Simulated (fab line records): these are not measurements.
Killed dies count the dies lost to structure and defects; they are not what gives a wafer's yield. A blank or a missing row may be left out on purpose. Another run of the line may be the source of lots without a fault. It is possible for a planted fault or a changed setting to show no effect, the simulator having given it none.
Code-filled problem report in 8D (eight disciplines) form :: flow gf180mcu :: the parts of the form that need people (team, actions taken, sign-off) are left out

## 1. THE ISSUE
cd nm at GF_HV_LDD_CD_MEAS_46 reads a mean of 384.2 nm on 6 wafers of 2 lots; wafers without a fault read 397.5 nm with a standard deviation of 2.3. Measured from the usual mean, that is -5.8 standard deviations.
The step: target cd 400 nm.
First observed at day 15 05:38: wafer L763.1, on cd sem-01. At this step, 39 wafers from 13 lots have a number in the record. The rule behind "out" and "out of limits": a value lying over 4 standard deviations away from the usual mean. The other wafers with a number count as sound.

## 2. WHAT IT IS; WHAT IT IS NOT
question: which readings at this step
is: cd nm
is not: -

question: which lots
is: L763, L766
is not: L756, L758, L761, L762, L764, L769, L774, L776, L777, L778, L779

question: which wafers of those lots
is: all that have a number
is not: -

question: read on which gauges
is: cd sem-01, cd sem-02
is not: -

question: when
is: from day 15 05:38
is not: up to then (15 sound wafers); but 18 sound wafers of L769, L774, L776, L777, L778, L779 came after

## 3. THE SUSPECTS, EACH WITH WHAT RULES IT OUT
Counting: a tool at any process step up to the reading remains a suspect when it ran all the lots that are out and ran no sound lot after the first of those.
- ruled out: the gauge at GF_HV_LDD_CD_MEAS_46. 2 gauges (cd sem-01, cd sem-02) read the wafers that are out.
- litho track-01 at GF_HV_LDD_COAT_41 (resist thk 1000 nm): ruled out as a lasting fault. Following L763 (day 14 18:23), the first lot on it that is out, the sound lots L779 were run on it.
Left after counting: nothing in the record.

## 4. THE CAUSE (what the simulator had put in)
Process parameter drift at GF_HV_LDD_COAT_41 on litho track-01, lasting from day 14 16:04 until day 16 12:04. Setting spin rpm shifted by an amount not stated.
It was ruled out by counting, in error; the rule expects a fault to strike all lots run on its tool from its start on, and this fault did not.

## 5. SEQUENCE OF EFFECTS, ordered by route
One row per reading whose mean, taken over the struck wafers that have a number, lies over 3 standard deviations from the usual. Only readings for which the record gives a usual standard deviation are gone through. hours: the time from each lot's start at the first step in this table that gives one to its start at this step, as a median over the lots. sigmas: the change in usual standard deviations.
hours: 0
step: GF_HV_LDD_COAT_41
reading: spin speed rpm
usual: 3000.0 rpm
on struck wafers: 2264.6
change: -735.4
sigmas: -99 or more

hours: 11
step: GF_HV_LDD_CD_MEAS_46
reading: cd nm
usual: 397.5 nm
on struck wafers: 384.2
change: -13.3
sigmas: -5.8

hours: 12
step: GF_HV_LDD_STRIP_49
reading: strip time to endpoint s
usual: 12.63 s
on struck wafers: 14.31
change: +1.68
sigmas: +47
Its process steps:
- GF_HV_LDD_COAT_41: resist thk 1000 nm.
- GF_HV_LDD_STRIP_49: strips in O2/N2.
At these later measuring or inspecting steps, every struck wafer for which the step has a row has a number for every such reading, and none has moved that far: GF_HV_LDD_THK_MEAS_55.

## 6. HOW IT WOULD HAVE BEEN CAUGHT EARLIER
In this record the first reading out of limits at a measuring or inspecting step was taken at day 15 05:38, 14 hours after the fault began at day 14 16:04.
The tool's own readings at GF_HV_LDD_COAT_41 were out on every struck wafer that the step has a row for (spin speed rpm): an alarm limit on them would have fired on the first of those.
